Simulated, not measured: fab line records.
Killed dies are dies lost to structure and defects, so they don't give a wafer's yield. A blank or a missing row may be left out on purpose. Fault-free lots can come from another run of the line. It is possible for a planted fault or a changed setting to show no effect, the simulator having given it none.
What tool caused it? ; flow gf180mcu ; 39 wafers from 13 lots sampled at 5 of the route's 602 steps

== WHAT THE GAUGES SHOWED, per wafer ==
GF_M3_CD_MEAS_14: the cd target is 280 nm.
lot;measured;on;cd nm (nm)
L369;day 21 14:25;cd sem-02;279.6 280.1 279.3
L370;day 21 20:52;cd sem-02;279.3 278.8 279.4
L371;day 22 14:13;cd sem-01;280.7 280.4 281.2
L372;day 22 20:50;cd sem-02;277.5 278.7 277.4
L374;day 23 14:43;cd sem-01;280.9 280.0 281.9
L377;day 24 16:44;cd sem-02;279.8 278.7 279.1
L378;day 24 23:49;cd sem-01;279.8 279.9 280.4
L379;day 25 05:22;cd sem-01;279.6 279.6 280.6
L383;day 26 16:09;cd sem-02;277.8 279.0 278.5
L384;day 26 18:37;cd sem-01;281.0 280.1 282.5
L385;day 26 23:32;cd sem-01;260.3 269.8 264.8
L386;day 27 07:46;cd sem-01;272.8 257.0 273.4
L390;day 28 15:31;cd sem-02;281.1 280.9 280.9

GF_M3_OVL_MEAS_15.
lot;measured;on;M3_OVL (nm)
L369;day 21 14:32;overlay-01;3 0 6
L370;day 21 20:59;overlay-01;-10 -2 -5
L371;day 22 14:20;overlay-02;-3 0 1
L372;day 22 20:57;overlay-02;2 4 5
L374;day 23 14:50;overlay-02;3 2 11
L377;day 24 16:50;overlay-01;2 -6 6
L378;day 24 23:54;overlay-02;-4 -6 -6
L379;day 25 05:29;overlay-01;0 0 -4
L383;day 26 16:13;overlay-02;-1 4 6
L384;day 26 18:44;overlay-01;1 -5 2
L385;day 26 23:40;overlay-02;-4 -9 -3
L386;day 27 07:53;overlay-01;8 7 4
L390;day 28 15:38;overlay-02;0 -2 -5

== WHAT TOOL EACH LOT RAN ON (gives the tool, then ch and the chambers of the sampled wafers, and finally the start) ==
lot;GF_V2_SPUTTER_21;GF_M3_SPUTTER_01;GF_M3_EXPOSE_11
L369;pvd sputter-01, day 20 13:44;pvd sputter-04, day 20 14:33;krf scanner-01 ch 0, day 21 02:46
L370;pvd sputter-02, day 20 19:27;pvd sputter-04, day 20 20:15;krf scanner-02 ch 0, day 21 08:46
L371;pvd sputter-01, day 21 14:17;pvd sputter-03, day 21 15:05;krf scanner-01 ch 0, day 22 02:45
L372;pvd sputter-01, day 21 20:37;pvd sputter-04, day 21 21:25;krf scanner-01 ch 0, day 22 09:23
L374;pvd sputter-01, day 22 14:55;pvd sputter-04, day 22 15:43;krf scanner-02 ch 0, day 23 03:14
L377;pvd sputter-02, day 23 17:34;pvd sputter-04, day 23 18:22;krf scanner-01 ch 0, day 24 05:34
L378;pvd sputter-04, day 24 00:11;pvd sputter-02, day 24 01:05;krf scanner-02 ch 0, day 24 12:53
L379;pvd sputter-02, day 24 06:28;pvd sputter-04, day 24 07:26;krf scanner-02 ch 0, day 24 19:13
L383;pvd sputter-02, day 25 18:47;pvd sputter-04, day 25 19:35;krf scanner-01 ch 0, day 26 06:05
L384;pvd sputter-01, day 25 20:50;pvd sputter-02, day 25 21:38;krf scanner-02 ch 0, day 26 07:59
L385;pvd sputter-01, day 26 02:19;pvd sputter-02, day 26 03:06;krf scanner-02 ch 0, day 26 13:40
L386;pvd sputter-02, day 26 11:16;pvd sputter-03, day 26 12:04;krf scanner-02 ch 0, day 26 22:01
L390;pvd sputter-02, day 27 19:16;pvd sputter-03, day 27 20:04;krf scanner-01 ch 0, day 28 06:25
- GF_V2_SPUTTER_21: material Ti, target thk 15 nm, time 80.02 s.
- GF_M3_SPUTTER_01: material TiN, target thk 30 nm, time 25 s.
- GF_M3_EXPOSE_11: exposes mask Metal3, target cd 280 nm.

== WHAT THE TOOLS THEMSELVES READ (means of the sampled wafers that have a number; where no wafer has one, the mark that the record gives instead) ==
GF_V2_SPUTTER_21.
lot;tool;throttle valve pct (%)
L369;pvd sputter-01;30.7
L370;pvd sputter-02;28.7
L371;pvd sputter-01;30.6
L372;pvd sputter-01;30.5
L374;pvd sputter-01;31.3
L377;pvd sputter-02;28.8
L378;pvd sputter-04;29.6
L379;pvd sputter-02;29.5
L383;pvd sputter-02;28.5
L384;pvd sputter-01;30.5
L385;pvd sputter-01;29.6
L386;pvd sputter-02;29.0
L390;pvd sputter-02;28.5

GF_M3_SPUTTER_01.
lot;tool;throttle valve pct (%)
L369;pvd sputter-04;29.6
L370;pvd sputter-04;30.0
L371;pvd sputter-03;29.7
L372;pvd sputter-04;29.7
L374;pvd sputter-04;30.0
L377;pvd sputter-04;29.9
L378;pvd sputter-02;29.2
L379;pvd sputter-04;29.7
L383;pvd sputter-04;29.9
L384;pvd sputter-02;29.0
L385;pvd sputter-02;28.9
L386;pvd sputter-03;30.1
L390;pvd sputter-03;30.3

== THE ANSWER, worked out from the rows above alone ==
Rule: what is usual is taken from the lots themselves. The widest of any qualifying gaps counts: lots, ordered by their means at a reading, are off when they make up no more than a third of the lots, leave a main group of 4 or more, and stand apart from it by 3 or more times the standard deviation of that group's means. If all means in a main group match to the digits the tables above print for the reading, that group is not used. Also off: a lot with no number at a reading for which 4 or more lots have one. The other lots that the step has rows for count as sound. The gauges are gone through in route order, then the tools' own readings, and for those a lot's mean is taken as printed above. The first step at which some lot is off is used, and at that step the reading that is off furthest; a lot without a number counts as furthest.
Off at GF_M3_CD_MEAS_14 (cd nm): L385, L386. For the main group the mean is 279.8 nm and the standard deviation 1.
If a tool, at a process step before that reading, ran all the lots that are off and no sound lot after the first of them, it fits. The gauges at GF_M3_CD_MEAS_14 are tried like those tools. Can't be told from this: 2 tools fit, krf scanner-02 at GF_M3_EXPOSE_11, cd sem-01 at GF_M3_CD_MEAS_14.

== WHAT THE SIMULATOR PUT IN ==
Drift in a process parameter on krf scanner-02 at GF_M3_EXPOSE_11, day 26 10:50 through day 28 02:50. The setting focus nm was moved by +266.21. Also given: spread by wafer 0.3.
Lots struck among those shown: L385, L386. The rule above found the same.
